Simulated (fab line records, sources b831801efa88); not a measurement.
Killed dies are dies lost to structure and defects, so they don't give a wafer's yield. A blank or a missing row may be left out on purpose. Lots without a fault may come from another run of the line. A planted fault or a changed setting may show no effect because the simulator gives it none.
One fault seen from 2 desks | flow gf180mcu | each desk has only its own numbers; what lay behind them comes last

THE METROLOGY DESK
What the gauges read, lot by lot, whatever tool the lot ran on: means of the sampled wafers that have a number. A lot is out of limits, marked OUT, if its mean lies more than 4 standard deviations from the usual mean; the brackets give that distance.
Columns: A = M3_OVL at GF_M3_OVL_MEAS_15, usual 6 nm
lot  | first seen here | A
L786 | day 21 04:53    | 2
L788 | day 21 19:04    | 3
L789 | day 22 12:14    | 2
L792 | day 23 15:20    | 7
L793 | day 23 22:15    | 3
L794 | day 24 10:06    | 3
L796 | day 25 00:46    | -3
L801 | day 26 17:35    | 10
L805 | day 27 17:51    | 10
L806 | day 27 21:46    | 8
L807 | day 28 09:20    | 6
L808 | day 28 13:35    | 10
L809 | day 28 20:01    | 5
This desk's finding: nothing out of limits on any of the 13 lots.

THE TOOL OWNER'S DESK: litho_track-03
The tool's own readings at GF_M4_SOFTBAKE_10 (time 60 s): means of the sampled wafers that have a number, for each lot that ran on this tool. A lot is out of limits, marked OUT, if its mean lies more than 4 standard deviations from the usual mean; the brackets give that distance.
Columns: A = run_length_s at GF_M4_SOFTBAKE_10, usual 89.13 s
lot  | first seen here | A
L792 | day 25 02:40    | 89.20
L793 | day 25 09:29    | 89.04
L794 | day 25 20:44    | 91.22 (+19) OUT
L796 | day 26 11:52    | 91.35 (+20) OUT
L808 | day 29 21:05    | 89.14
L809 | day 30 03:52    | 89.22
This desk's finding: out of limits on L794, L796; first on L794, day 25 20:44 (run_length_s at GF_M4_SOFTBAKE_10). In limits: L792, L793, L808, L809.

PUT TOGETHER
The tool owner's desk could have raised an alarm at day 25 20:44, on L794, L796.
The metrology desk saw nothing out of limits.
The metrology desk has L794, L796 on record, within its limits.
Of the lots named, all ran GF_M4_SOFTBAKE_10 on litho_track-03.

WHAT THE SIMULATOR HAD PUT IN
Process parameter drift: litho_track-03, from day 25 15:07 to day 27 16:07, at GF_M4_SOFTBAKE_10. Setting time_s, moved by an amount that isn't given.
Lots struck among those shown: L794, L796.
Hours from the fault's start to each desk's first reading out of limits: the tool owner's desk, 6.
